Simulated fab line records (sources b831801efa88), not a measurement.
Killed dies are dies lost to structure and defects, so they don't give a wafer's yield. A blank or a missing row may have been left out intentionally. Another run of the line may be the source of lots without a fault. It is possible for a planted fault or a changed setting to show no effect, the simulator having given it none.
The tool behind it: which one? | flow sky130 | 12 lots, 36 wafers sampled, at 3 steps of a route of 708

WHAT THE GAUGES READ, wafer by wafer
SKY_METAL4_OVL_MEAS_14. Usual: METAL4_OVL 3 nm, standard deviation 4.5.
lot  | measured     | on         | METAL4_OVL (nm) | flag
L804 | day 41 11:46 | overlay-01 | 4 6 5           |
L805 | day 42 01:57 | overlay-01 | 1 6 8           |
L807 | day 43 03:05 | overlay-02 | 9 10 1          |
L809 | day 43 07:14 | overlay-02 | 4 2 2           |
L810 | day 43 17:20 | overlay-01 | 0 -1 -3         |
L811 | day 44 04:46 | overlay-02 | -4 -8 -4        |
L812 | day 44 05:17 | overlay-02 | 3 1 3           |
L815 | day 45 00:50 | overlay-02 | 1 -3 4          |
L818 | day 45 22:31 | overlay-01 | 8 -1 -1         |
L820 | day 46 06:31 | overlay-01 | 3 2 2           |
L821 | day 46 11:54 | overlay-02 | 8 15 11         |
L827 | day 47 18:52 | overlay-01 | 5 7 0           |

WHAT TOOL EACH LOT RAN ON (gives the tool, then ch and the chambers of the sampled wafers, and finally the start)
lot  | SKY_METAL4_SPUTTER_02        | SKY_METAL4_SPUTTER_03
L804 | pvd-sputter-01, day 39 10:46 | pvd-sputter-01, day 39 10:49
L805 | pvd-sputter-01, day 40 00:56 | pvd-sputter-01, day 40 00:59
L807 | pvd-sputter-03, day 41 02:16 | pvd-sputter-03, day 41 02:19
L809 | pvd-sputter-01, day 41 07:20 | pvd-sputter-01, day 41 07:22
L810 | pvd-sputter-03, day 41 18:01 | pvd-sputter-03, day 41 18:03
L811 | pvd-sputter-01, day 42 05:43 | pvd-sputter-01, day 42 05:45
L812 | pvd-sputter-01, day 42 06:37 | pvd-sputter-01, day 42 06:39
L815 | pvd-sputter-01, day 43 03:08 | pvd-sputter-01, day 43 03:10
L818 | pvd-sputter-03, day 44 02:20 | pvd-sputter-03, day 44 02:22
L820 | pvd-sputter-02, day 44 11:04 | pvd-sputter-02, day 44 11:07
L821 | pvd-sputter-02, day 44 16:49 | pvd-sputter-02, day 44 16:52
L827 | pvd-sputter-01, day 46 01:43 | pvd-sputter-01, day 46 01:45
- SKY_METAL4_SPUTTER_02: material AlCu, target thk 735 nm, time 39.1 s.
- SKY_METAL4_SPUTTER_03: material Ti, target thk 5 nm, time 3.3 s.

AS READ BY THE TOOLS THEMSELVES (means over the sampled wafers that have a number; for cases with no such wafer, the mark the record gives instead)
SKY_METAL4_SPUTTER_02. Usual: throttle-valve-pct at 30.5 %, with a standard deviation of 1.
lot  | tool           | throttle-valve-pct (%) | flag
L804 | pvd-sputter-01 | 31.4                   |
L805 | pvd-sputter-01 | 31.1                   |
L807 | pvd-sputter-03 | 29.8                   |
L809 | pvd-sputter-01 | 31.1                   |
L810 | pvd-sputter-03 | 29.3                   |
L811 | pvd-sputter-01 | 31.2                   |
L812 | pvd-sputter-01 | 31.2                   |
L815 | pvd-sputter-01 | 31.0                   |
L818 | pvd-sputter-03 | 29.9                   |
L820 | pvd-sputter-02 | 30.3                   |
L821 | pvd-sputter-02 | 30.7                   |
L827 | pvd-sputter-01 | 31.2                   |

SKY_METAL4_SPUTTER_03. Usual: throttle-valve-pct at 30.5 %, with a standard deviation of 1.
lot  | tool           | throttle-valve-pct (%) | flag
L804 | pvd-sputter-01 | 31.1                   |
L805 | pvd-sputter-01 | 31.2                   |
L807 | pvd-sputter-03 | 29.8                   |
L809 | pvd-sputter-01 | 31.2                   |
L810 | pvd-sputter-03 | 29.3                   |
L811 | pvd-sputter-01 | 31.2                   |
L812 | pvd-sputter-01 | 31.2                   |
L815 | pvd-sputter-01 | 30.8                   |
L818 | pvd-sputter-03 | 29.9                   |
L820 | pvd-sputter-02 | 30.3                   |
L821 | pvd-sputter-02 | 30.9                   |
L827 | pvd-sputter-01 | 31.1                   |

THE ANSWER, worked out from the rows above alone
Rule: a lot counts as off when the mean over its wafers that have a number is more than 3 standard deviations away from the usual mean. Also off: a lot with no number at a reading for which 4 or more lots have one. Where the step has rows for the other lots, those lots are counted as sound. The gauges are gone through in route order, then the tools' own readings, and for those a lot's mean is taken as printed above. At the first step where some lot is off, the reading lying furthest off is the one used; lots without a number count as furthest.
Nothing can be told from this: no lot is off at any reading shown.

WHAT THE SIMULATOR PUT IN
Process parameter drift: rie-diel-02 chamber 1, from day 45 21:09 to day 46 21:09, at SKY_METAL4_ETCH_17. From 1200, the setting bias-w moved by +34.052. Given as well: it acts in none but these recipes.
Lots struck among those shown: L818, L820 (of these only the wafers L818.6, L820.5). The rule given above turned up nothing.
